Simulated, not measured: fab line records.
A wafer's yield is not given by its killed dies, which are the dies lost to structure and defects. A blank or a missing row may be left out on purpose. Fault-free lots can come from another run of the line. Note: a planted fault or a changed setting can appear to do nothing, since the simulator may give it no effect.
fab line records	flow sky130	part 1 of 2: steps 1 to 29 of 39
record: lots: 5	wafers: 15	last-day: 49
route steps=708 shown METAL1@447 VIA1@458 METAL2@483
lots untouched by any fault: they come from a run of this same line in which no faults occurred
start-h: hours from the record's first day to the start of the lot's first wafer shown	wait-h: hours from the lot's prior step to this one	" unchanged from the row above	L1.1+2: several wafers, shown together as one row	- value missing, or start not given	* or withheld: withheld	< > ~ a bound
route shown NAME@n: a module of which the file shows steps, and the number in the route of the first	usual: average and standard deviation across the fault-free wafers	same: alike in all rows	chamber/n: place in a boat	sites: each site's reading	_std_site: how widely they spread, as a standard deviation	_edge_site: outer sites' mean less inner sites'	radius-mm: how far each site lies from the wafer's centre	mask NAME#n: copy n	behind: the tool/chamber that last shaped the wafer	hold: cause of the lot's hold/its duration in hours/its outcome	device: which transistor (n, p or np) failed to switch	end of line: the tests these same wafers got at the end of their route	for a step that has no rows: nothing shown but its recipe	killed: the dies lost at the first sort to structure and to defects; this is not the yield of the wafer	map: a wafer's dies, marking killed ones x, the rest . and places with no die _
set.NAME: the setting the step ran with; set.NAME@STEP: the setting that earlier step ran with	model.NAME: the simulator's own value behind a step, which no gauge read
certain route steps with their lots: each step a table, each wafer a row
services: from which hour (start-h, from the record's first day; less than 0 if before it) a tool's chamber was out of use, for how many hours, and why
== steps ==
step: SKY_METAL1_PEB_13
recipe: peb-temp-c: withheld	peb-time-s: withheld	resist: KrF-thick
lot.wafer	tool	chamber	start-h	wait-h
L074.1+4+5	litho-track-02	0	-	-
L078.3+4+6	litho-track-02	0	-	-
L083.2+4+6	litho-track-03	0	-	-
L089.3+5+6	litho-track-03	0	-	-
L090.1+3+5	litho-track-02	0	-	-
step: SKY_METAL1_DEVELOP_14
recipe: develop-time-s: 60	resist: KrF-thick	dev-temp-c: 21
lot.wafer	tool	chamber	start-h	wait-h
L074.1+4+5	litho-track-02	0	-	-
L078.3+4+6	litho-track-02	0	-	-
L083.2+4+6	litho-track-03	0	-	-
L089.3+5+6	litho-track-03	0	-	-
L090.1+3+5	litho-track-02	0	-	-
step: SKY_METAL1_CD_MEAS_15
recipe: target-cd-nm: 140
usual: cd-nm: 139.9/1.7
lot.wafer	tool	chamber	start-h	wait-h	cd-nm
L074.1	cd-sem-01	-	761.69	-	140.1
L074.4	"	-	"	"	140.9
L074.5	"	-	"	"	139.3
L078.3	cd-sem-02	-	803.33	-	140.0
L078.4	"	-	"	"	141.7
L078.6	"	-	"	"	140.3
L083.2	cd-sem-02	-	869.94	-	140.3
L083.4	"	-	"	"	138.6
L083.6	"	-	"	"	138.7
L089.3	cd-sem-02	-	870.66	-	142.6
L089.5	"	-	"	"	143.4
L089.6	"	-	"	"	142.2
L090.1	cd-sem-02	-	884.69	-	141.1
L090.3	"	-	"	"	140.7
L090.5	"	-	"	"	141.1
step: SKY_METAL1_OVL_MEAS_16
usual: METAL1_OVL: 1/5.5
lot.wafer	tool	chamber	start-h	wait-h	METAL1_OVL[nm]
L074.1	overlay-02	-	761.81	0.1	2
L074.4	"	-	"	"	10
L074.5	"	-	"	"	8
L078.3	overlay-01	-	803.42	0.1	1
L078.4	"	-	"	"	-1
L078.6	"	-	"	"	1
L083.2	overlay-02	-	870.04	0.1	-3
L083.4	"	-	"	"	5
L083.6	"	-	"	"	-3
L089.3	overlay-02	-	870.75	0.1	-2
L089.5	"	-	"	"	-8
L089.6	"	-	"	"	-10
L090.1	overlay-01	-	884.81	0.1	-3
L090.3	"	-	"	"	-6
L090.5	"	-	"	"	-7
step: SKY_METAL1_DESCUM_17
recipe: chemistry: O2	source-power-w: 150	bias-power-w: 0	pressure-mtorr: 10	temp-c: 40	time-s: 8
usual: drypump-motor-current-A: 5.8/0.67	he-backside-leak-sccm: 3.3/0.32	oes-product-au: 1.001/0.015
lot.wafer	tool	chamber	start-h	wait-h	drypump-motor-current-A	he-backside-leak-sccm	oes-product-au	rf-hours-counter-h
L074.1	rie-metal-01	0	761.84	0.0	6.8	3.5	1.003	0
L074.4	"	1	"	"	4.7	3.1	0.979	-
L074.5	"	0	"	"	6.8	3.4	0.990	-
L078.3	rie-metal-01	1	803.45	0.0	4.7	3.0	0.976	-
L078.4	"	0	"	"	6.8	3.5	1.008	-
L078.6	"	1	"	"	4.7	3.0	0.986	-
L083.2	rie-metal-03	1	870.07	0.0	6.0	3.0	1.024	2
L083.4	"	0	"	"	6.0	3.2	1.017	-
L083.6	"	1	"	"	6.0	3.1	1.013	-
L089.3	rie-metal-04	0	870.78	0.0	6.0	3.4	0.983	-
L089.5	"	1	"	"	4.8	3.3	0.994	-
L089.6	"	0	"	"	5.9	6.1	0.984	-
L090.1	rie-metal-03	0	884.84	0.0	6.0	3.1	1.014	14
L090.3	"	1	"	"	6.0	3.3	1.018	-
L090.5	"	0	"	"	6.0	3.1	1.016	-
step: SKY_METAL1_ETCH_18
recipe: chemistry: N2/H2	target: BARC	ion-energy-ev: 200	bias-w: 100	pressure-mtorr: 30	n2-flow-sccm: 100	h2-flow-sccm: 200	icp-w: 500	stop-on: SiO2	time-s: 45.9	target-depth-a: 600
usual: drypump-motor-current-A: 5.8/0.67	he-backside-leak-sccm: 3.26/0.21	oes-product-au: 0.855/0.0048	throttle-valve-pct: 13.224/0.01
lot.wafer	tool	chamber	start-h	wait-h	drypump-motor-current-A	he-backside-leak-sccm	oes-product-au	rf-hours-counter-h	throttle-valve-pct
L074.1	rie-metal-01	0	761.87	0.0	6.8	3.53	0.854	0	13.221
L074.4	"	1	"	"	4.8	3.10	0.860	-	13.212
L074.5	"	0	"	"	6.8	3.58	0.861	-	13.222
L078.3	rie-metal-01	1	803.50	0.0	4.8	3.22	0.856	-	13.224
L078.4	"	0	"	"	6.8	3.65	0.854	-	13.215
L078.6	"	1	"	"	4.8	3.34	0.857	-	13.235
L083.2	rie-metal-03	1	870.10	0.0	6.0	3.17	0.860	2	13.226
L083.4	"	0	"	"	6.0	3.18	0.853	-	13.218
L083.6	"	1	"	"	6.0	3.29	0.856	-	13.237
L089.3	rie-metal-04	0	870.83	0.0	5.9	3.53	0.857	-	13.213
L089.5	"	1	"	"	4.8	3.19	0.851	-	13.211
L089.6	"	0	"	"	5.9	3.61	0.854	-	13.225
L090.1	rie-metal-03	0	884.88	0.0	6.1	3.21	0.856	14	13.240
L090.3	"	1	"	"	6.1	2.94	0.857	-	13.211
L090.5	"	0	"	"	6.0	3.17	0.863	-	13.198
step: SKY_METAL1_METAL_ETCH_19
recipe: target-depth-a: 3600	stop-on: SiO2	over-etch-frac: 0.3	time-s: 78	chemistry: Cl2/BCl3	resist-sidewall-deg: 88	pressure-mtorr: 10	icp-w: 900	bias-w: 48.5	Cl2_flow_sccm: 60	bcl3-flow-sccm: 30
usual: bcl3-flow-sccm: 29.99/0.092	drypump-motor-current-A: 5.8/0.66	he-backside-leak-sccm: 3.3/0.3	oes-product-au: 0.855/0.0062	throttle-valve-pct: 22.266/0.0093
lot.wafer	tool	chamber	start-h	wait-h	bcl3-flow-sccm	drypump-motor-current-A	he-backside-leak-sccm	oes-product-au	rf-hours-counter-h	throttle-valve-pct
L074.1	rie-metal-01	0	761.94	0.0	29.72	6.8	3.5	0.865	0	22.270
L074.4	"	1	"	"	30.01	4.8	3.2	0.856	-	22.264
L074.5	"	0	"	"	30.02	6.8	3.5	0.854	-	22.265
L078.3	rie-metal-01	1	803.57	0.1	30.14	4.7	3.3	0.865	-	22.265
L078.4	"	0	"	"	30.12	6.8	3.6	0.862	-	22.269
L078.6	"	1	"	"	29.98	4.8	3.2	0.869	-	22.273
L083.2	rie-metal-03	1	870.17	0.0	29.92	6.0	3.1	0.861	2	22.258
L083.4	"	0	"	"	29.98	6.0	3.2	0.860	-	22.282
L083.6	"	1	"	"	30.04	6.0	3.2	0.858	-	22.260
L089.3	rie-metal-04	0	870.90	0.1	30.06	6.0	3.3	0.861	-	22.245
L089.5	"	1	"	"	29.82	4.8	3.3	0.851	-	22.257
L089.6	"	0	"	"	30.12	6.0	3.4	0.855	-	22.269
L090.1	rie-metal-03	0	884.94	0.0	30.02	6.0	3.2	0.849	14	22.284
L090.3	"	1	"	"	29.99	6.1	3.2	0.860	-	22.271
L090.5	"	0	"	"	29.89	6.0	3.1	0.860	-	22.256
step: SKY_METAL1_STRIP_20
recipe: chemistry: O2/N2	power-w: 1400	pressure-mtorr: 1500	platen-temp-c: withheld	o2-flow-sccm: 3000	n2-flow-sccm: 300	overash-fraction: 0.5
usual: drypump-motor-current-A: 5.28/0.26	oes-product-au: 0.343/0.0056	strip-time-to-endpoint-s: 2.70/0.071
lot.wafer	tool	chamber	start-h	wait-h	drypump-motor-current-A	oes-product-au	rf-hours-counter-h	strip-time-to-endpoint-s
L074.1	plasma-asher-03	1	762.03	0.1	5.25	0.336	2	2.72
L074.4	"	0	"	"	5.51	0.344	-	2.81
L074.5	"	0	"	"	5.53	0.341	-	2.73
L078.3	plasma-asher-03	1	803.66	0.1	5.25	0.347	-	2.82
L078.4	"	0	"	"	5.56	0.344	-	2.77
L078.6	"	1	"	"	5.25	0.350	-	2.78
L083.2	plasma-asher-02	0	870.26	0.1	5.49	0.332	47	2.62
L083.4	"	0	"	"	5.49	0.331	-	2.64
L083.6	"	0	"	"	5.52	0.331	-	2.61
L089.3	plasma-asher-03	0	870.99	0.1	5.54	0.345	-	2.84
L089.5	"	0	"	"	5.52	0.345	-	2.75
L089.6	"	1	"	"	5.26	0.347	-	2.82
L090.1	plasma-asher-02	0	885.03	0.1	5.52	0.343	49	2.65
L090.3	"	0	"	"	5.52	0.343	-	2.62
L090.5	"	1	"	"	4.92	0.336	-	2.63
step: SKY_METAL1_STRIP_21
recipe: chemistry: post-etch-residue-remover	time-s: 1200	temp-c: 72.5
lot.wafer	tool	chamber	start-h	wait-h
L074.1+4+5	wet-bench-01	2	762.13	0.1
L078.3+4+6	wet-bench-03	2	803.73	0.0
L083.2+4+6	wet-bench-01	1	870.36	0.1
L089.3+5+6	wet-bench-03	0	871.06	0.0
L090.1+3+5	wet-bench-03	3	885.13	0.1
step: SKY_METAL1_CLEAN_22
recipe: chemistry: IPA	time-s: 180	temp-c: 25
lot.wafer	tool	chamber	start-h	wait-h
L074.1+4+5	wet-bench-02	3	762.47	0.0
L078.3+4+6	wet-bench-01	1	804.07	0.0
L083.2+4+6	wet-bench-01	0	870.70	0.0
L089.3+5+6	wet-bench-01	0	871.43	0.0
L090.1+3+5	wet-bench-02	1	885.47	0.0
step: SKY_METAL1_CLEAN_23
recipe: chemistry: O3/DIW	dry: n2-spin
lot.wafer	tool	chamber	start-h	wait-h
L074.1+4+5	wet-bench-03	3	762.53	0.0
L078.3+4+6	wet-bench-03	1	804.13	0.0
L083.2+4+6	wet-bench-01	3	870.82	0.1
L089.3+5+6	wet-bench-02	3	871.49	0.0
L090.1+3+5	wet-bench-01	2	885.59	0.0
step: SKY_VIA1_HDPCVD_00
recipe: material: SiO2	target-thk-nm: 1030	sigma-open-frac: 0.3	time-s: 171.7	temp-c: 400	sih4-flow-sccm: 60	pressure-mtorr: 6
usual: susceptor-temp-C: 399.99/0.22
lot.wafer	tool	chamber	start-h	wait-h	susceptor-temp-C
L074.1	hdpcvd-01	2	762.62	0.0	399.58
L074.4	"	2	"	"	399.89
L074.5	"	0	"	"	400.15
L078.3	hdpcvd-02	2	804.22	0.0	399.99
L078.4	"	0	"	"	399.84
L078.6	"	1	"	"	400.10
L083.2	hdpcvd-02	0	870.91	0.0	399.91
L083.4	"	1	"	"	399.81
L083.6	"	0	"	"	400.10
L089.3	hdpcvd-01	1	871.67	0.0	399.94
L089.5	"	0	"	"	400.17
L089.6	"	2	"	"	400.12
L090.1	hdpcvd-01	1	885.68	0.0	399.97
L090.3	"	2	"	"	399.62
L090.5	"	2	"	"	399.89
step: SKY_VIA1_THK_MEAS_01
recipe: reads: SiO2_of_VIA1_HDPCVD_00
usual: VIA1_HDPCVD_THK: 1021/10
lot.wafer	tool	chamber	start-h	wait-h	VIA1_HDPCVD_THK[nm]
L074.1	film-metro-01	-	762.73	0.1	1031
L074.4	"	-	"	"	1026
L074.5	"	-	"	"	1042
L078.3	film-metro-04	-	804.35	0.1	1012
L078.4	"	-	"	"	1032
L078.6	"	-	"	"	1014
L083.2	film-metro-03	-	871.03	0.1	1029
L083.4	"	-	"	"	1008
L083.6	"	-	"	"	1018
L089.3	film-metro-03	-	871.80	0.1	1021
L089.5	"	-	"	"	1014
L089.6	"	-	"	"	1019
L090.1	film-metro-04	-	885.79	0.1	1014
L090.3	"	-	"	"	1022
L090.5	"	-	"	"	1019
step: SKY_VIA1_CMP_02
recipe: material: SiO2	down-force-psi: 4	platen-rpm: 58.99	pad-velocity-m-s: 0.94248
usual: motor-current-A: 11.6/0.74	slurry-flow-ml-min: 150.0/0.43
lot.wafer	tool	chamber	start-h	wait-h	motor-current-A	slurry-flow-ml-min
L074.4	cmp-02	3	762.79	0.0	11.6	149.9
L074.1	"	0	"	"	13.2	150.0
L074.5	"	0	"	"	12.3	149.6
L078.4	cmp-02	1	804.44	0.1	11.0	149.4
L078.3	"	3	"	"	11.6	150.4
L078.6	"	1	"	"	11.5	150.0
L083.4	cmp-01	1	871.08	0.0	13.1	150.5
L083.2	"	2	"	"	11.2	149.6
L083.6	"	1	"	"	12.8	150.6
L089.3	cmp-01	0	871.94	0.1	11.8	150.3
L089.6	"	2	"	"	10.5	149.6
L089.5	"	3	"	"	12.5	150.2
L090.3	cmp-02	0	885.85	0.0	12.6	150.6
L090.1	"	1	"	"	11.6	149.8
L090.5	"	0	"	"	11.8	150.4
step: SKY_VIA1_BOW_MEAS_03
recipe: mode: bow
usual: VIA1_BOW: 80/7.1
lot.wafer	tool	chamber	start-h	wait-h	VIA1_BOW[um]
L074.1	film-metro-01	-	763.09	0.2	92
L074.4	"	-	"	"	92
L074.5	"	-	"	"	77
L078.3	film-metro-01	-	804.73	0.1	89
L078.4	"	-	"	"	77
L078.6	"	-	"	"	84
L083.2	film-metro-01	-	871.40	0.2	79
L083.4	"	-	"	"	90
L083.6	"	-	"	"	78
L089.3	film-metro-01	-	872.18	0.2	81
L089.5	"	-	"	"	83
L089.6	"	-	"	"	85
L090.1	film-metro-03	-	886.15	0.2	92
L090.3	"	-	"	"	74
L090.5	"	-	"	"	78
step: SKY_VIA1_DEHYDRATE_04
recipe: temp-c: 200	time-s: 60
lot.wafer	tool	chamber	start-h	wait-h
L074.1+4+5	litho-track-03	0	775.47	12.4
L078.3+4+6	litho-track-02	0	817.59	12.8
L083.2+4+6	litho-track-01	0	883.43	12.0
L089.3+5+6	litho-track-03	0	884.47	12.3
L090.1+3+5	litho-track-03	0	898.27	12.1
step: SKY_VIA1_HMDS_05
recipe: prime-time-s: 60	prime-temp-c: 120
lot.wafer	tool	chamber	start-h	wait-h
L074.1+4+5	litho-track-03	0	775.62	0.1
L078.3+4+6	litho-track-02	0	817.74	0.1
L083.2+4+6	litho-track-01	0	883.58	0.1
L089.3+5+6	litho-track-03	0	884.62	0.1
L090.1+3+5	litho-track-03	0	898.42	0.1
step: SKY_VIA1_COAT_06
recipe: resist: BARC	temp-c: withheld	time-s: withheld	spin-rpm: 3000	resist-thk-nm: 60
lot.wafer	tool	chamber	start-h	wait-h
L074.1+4+5	litho-track-03	0	775.77	0.1
L078.3+4+6	litho-track-02	0	817.89	0.1
L083.2+4+6	litho-track-01	0	883.73	0.1
L089.3+5+6	litho-track-03	0	884.77	0.1
L090.1+3+5	litho-track-03	0	898.57	0.1
step: SKY_VIA1_COAT_07
recipe: resist: KrF-thick	spin-rpm: 3000	resist-thk-nm: 450
lot.wafer	tool	chamber	start-h	wait-h
L074.1+4+5	litho-track-03	0	-	-
L078.3+4+6	litho-track-02	0	-	-
L083.2+4+6	litho-track-01	0	-	-
L089.3+5+6	litho-track-03	0	-	-
L090.1+3+5	litho-track-03	0	-	-
step: SKY_VIA1_SOFTBAKE_08
recipe: temp-c: 100	time-s: 90	resist: KrF-thick
lot.wafer	tool	chamber	start-h	wait-h
L074.1+4+5	litho-track-03	0	-	-
L078.3+4+6	litho-track-02	0	-	-
L083.2+4+6	litho-track-01	0	-	-
L089.3+5+6	litho-track-03	0	-	-
L090.1+3+5	litho-track-03	0	-	-
step: SKY_VIA1_EXPOSE_09
recipe: mask-id: VIM	na: 0.8	source-shape: annular	sigma-inner: 0.55	sigma-outer: 0.85	target-cd-nm: 150	dose-mj: 38
lot.wafer	tool	chamber	start-h	wait-h	mask
L074.1+4+5	krf-scanner-01	0	-	-	VIM#0
L078.3+4+6	krf-scanner-02	0	-	-	VIM#0
L083.2+4+6	krf-scanner-02	0	-	-	VIM#0
L089.3+5+6	krf-scanner-02	0	-	-	VIM#0
L090.1+3+5	krf-scanner-01	0	-	-	VIM#0
step: SKY_VIA1_PEB_10
recipe: peb-temp-c: withheld	peb-time-s: withheld	resist: KrF-thick
lot.wafer	tool	chamber	start-h	wait-h
L074.1+4+5	litho-track-01	0	-	-
L078.3+4+6	litho-track-02	0	-	-
L083.2+4+6	litho-track-01	0	-	-
L089.3+5+6	litho-track-03	0	-	-
L090.1+3+5	litho-track-03	0	-	-
step: SKY_VIA1_DEVELOP_11
recipe: develop-time-s: 60	resist: KrF-thick	dev-temp-c: 21
lot.wafer	tool	chamber	start-h	wait-h
L074.1+4+5	litho-track-01	0	-	-
L078.3+4+6	litho-track-02	0	-	-
L083.2+4+6	litho-track-01	0	-	-
L089.3+5+6	litho-track-03	0	-	-
L090.1+3+5	litho-track-03	0	-	-
step: SKY_VIA1_CD_MEAS_12
recipe: target-cd-nm: 150
usual: cd-nm: 149.5/1.8
lot.wafer	tool	chamber	start-h	wait-h	cd-nm
L074.1	cd-sem-02	-	789.10	-	153.2
L074.4	"	-	"	"	151.8
L074.5	"	-	"	"	152.1
L078.3	cd-sem-01	-	831.48	-	148.6
L078.4	"	-	"	"	149.9
L078.6	"	-	"	"	149.3
L083.2	cd-sem-01	-	896.82	-	149.8
L083.4	"	-	"	"	149.8
L083.6	"	-	"	"	149.0
L089.3	cd-sem-02	-	897.96	-	146.7
L089.5	"	-	"	"	147.2
L089.6	"	-	"	"	146.9
L090.1	cd-sem-02	-	912.32	-	149.5
L090.3	"	-	"	"	149.9
L090.5	"	-	"	"	149.0
step: SKY_VIA1_OVL_MEAS_13
usual: VIA1_OVL: -3/5
lot.wafer	tool	chamber	start-h	wait-h	VIA1_OVL[nm]
L074.1	overlay-02	-	789.22	0.1	-11
L074.4	"	-	"	"	-12
L074.5	"	-	"	"	-11
L078.3	overlay-02	-	831.57	0.1	-3
L078.4	"	-	"	"	-6
L078.6	"	-	"	"	-1
L083.2	overlay-01	-	896.93	0.1	-2
L083.4	"	-	"	"	-1
L083.6	"	-	"	"	1
L089.3	overlay-02	-	898.05	0.1	-8
L089.5	"	-	"	"	-4
L089.6	"	-	"	"	-6
L090.1	overlay-01	-	912.44	0.1	-14
L090.3	"	-	"	"	-4
L090.5	"	-	"	"	-10
step: SKY_VIA1_ETCH_14
recipe: chemistry: N2/H2	target: BARC	ion-energy-ev: 200	source-w: 500	bias-w: 100	pressure-mtorr: 30	n2-flow-sccm: 100	h2-flow-sccm: 200	stop-on: SiO2	time-s: 45.9	target-depth-a: 600
usual: drypump-motor-current-A: 5.6/0.49	oes-product-au: 0.854/0.0046	throttle-valve-pct: 13.225/0.0096
lot.wafer	tool	chamber	start-h	wait-h	drypump-motor-current-A	oes-product-au	rf-hours-counter-h	throttle-valve-pct
L074.1	rie-diel-02	0	789.26	0.0	6.6	0.851	9	13.244
L074.4	"	1	"	"	5.5	0.852	10	13.213
L074.5	"	3	"	"	5.9	0.858	-	13.230
L078.3	rie-diel-01	2	831.59	0.0	5.9	0.848	8	13.206
L078.4	"	0	"	"	5.5	0.851	7	13.228
L078.6	"	2	"	"	5.8	0.852	-	13.223
L083.2	rie-diel-01	2	896.96	0.0	5.9	0.851	10	13.228
L083.4	"	3	"	"	5.3	0.857	11	13.213
L083.6	"	2	"	"	5.8	0.848	-	13.219
L089.3	rie-diel-04	0	898.07	0.0	4.9	0.859	20	13.213
L089.5	"	1	"	"	5.6	0.859	-	13.238
L089.6	"	0	"	"	4.9	0.859	-	13.224
L090.1	rie-diel-04	2	912.47	0.0	6.4	0.857	19	13.238
L090.3	"	0	"	"	4.9	0.859	21	13.229
L090.5	"	2	"	"	6.4	0.860	-	13.229
step: SKY_VIA1_ETCH_15
recipe: target: SiO2	chemistry: C4F8/O2/Ar	target-depth-nm: 351	stop-on: TiN	mask-material: KrF-thick	source-w: 1500	bias-w: 1200	pressure-mtorr: 40	c4f8-flow-sccm: withheld	O2_flow_sccm: 6	Ar_flow_sccm: 300	time-s: 54
usual: oes-product-au: 0.980/0.0077
lot.wafer	tool	chamber	start-h	wait-h	oes-product-au
L074.1	rie-diel-02	0	789.30	0.0	0.978
L074.4	"	1	"	"	0.965
L074.5	"	3	"	"	0.965
L078.3	rie-diel-01	2	831.63	0.0	0.981
L078.4	"	0	"	"	0.981
L078.6	"	2	"	"	0.990
L083.2	rie-diel-01	2	897.00	0.0	0.986
L083.4	"	3	"	"	0.983
L083.6	"	2	"	"	0.986
L089.3	rie-diel-04	0	898.11	0.0	0.970
L089.5	"	1	"	"	0.989
L089.6	"	0	"	"	0.984
L090.1	rie-diel-04	2	912.51	0.0	0.970
L090.3	"	0	"	"	0.980
L090.5	"	2	"	"	0.970
step: SKY_VIA1_STRIP_16
recipe: chemistry: O2/N2	power-w: 1400	pressure-mtorr: 1500	platen-temp-c: withheld	o2-flow-sccm: 3000	n2-flow-sccm: 300	overash-fraction: 0.5
usual: drypump-motor-current-A: 5.5/0.45	oes-product-au: 0.416/0.0047	strip-time-to-endpoint-s: 4.46/0.033
lot.wafer	tool	chamber	start-h	wait-h	drypump-motor-current-A	oes-product-au	rf-hours-counter-h	strip-time-to-endpoint-s
L074.1	plasma-asher-04	1	789.35	0.0	6.2	0.424	101	4.47
L074.4	"	0	"	"	5.9	0.418	-	4.48
L074.5	"	0	"	"	5.8	0.412	-	4.51
L078.3	plasma-asher-02	0	831.71	0.1	5.5	0.415	-	4.43
L078.4	"	1	"	"	4.9	0.419	-	4.43
L078.6	"	0	"	"	5.5	0.418	-	4.41
L083.2	plasma-asher-04	0	897.05	0.0	5.9	0.421	112	4.44
L083.4	"	1	"	"	6.2	0.426	-	4.43
L083.6	"	1	"	"	6.2	0.414	-	4.40
L089.3	plasma-asher-04	1	898.19	0.1	6.2	0.419	-	4.51
L089.5	"	1	"	"	6.2	0.410	-	4.47
L089.6	"	0	"	"	5.9	0.428	-	4.51
L090.1	plasma-asher-01	1	912.56	0.0	5.0	0.418	77	4.50
L090.3	"	0	"	"	5.5	0.409	-	4.47
L090.5	"	0	"	"	5.5	0.418	-	4.52
step: SKY_VIA1_STRIP_17
recipe: chemistry: post-etch-residue-remover	time-s: 1200	temp-c: 72.5
lot.wafer	tool	chamber	start-h	wait-h
L074.1+4+5	wet-bench-04	0	789.45	0.1
L078.3+4+6	wet-bench-04	2	831.78	0.0
L083.2+4+6	wet-bench-03	2	897.15	0.1
L089.3+5+6	wet-bench-03	1	898.26	0.0
L090.1+3+5	wet-bench-04	2	912.66	0.1
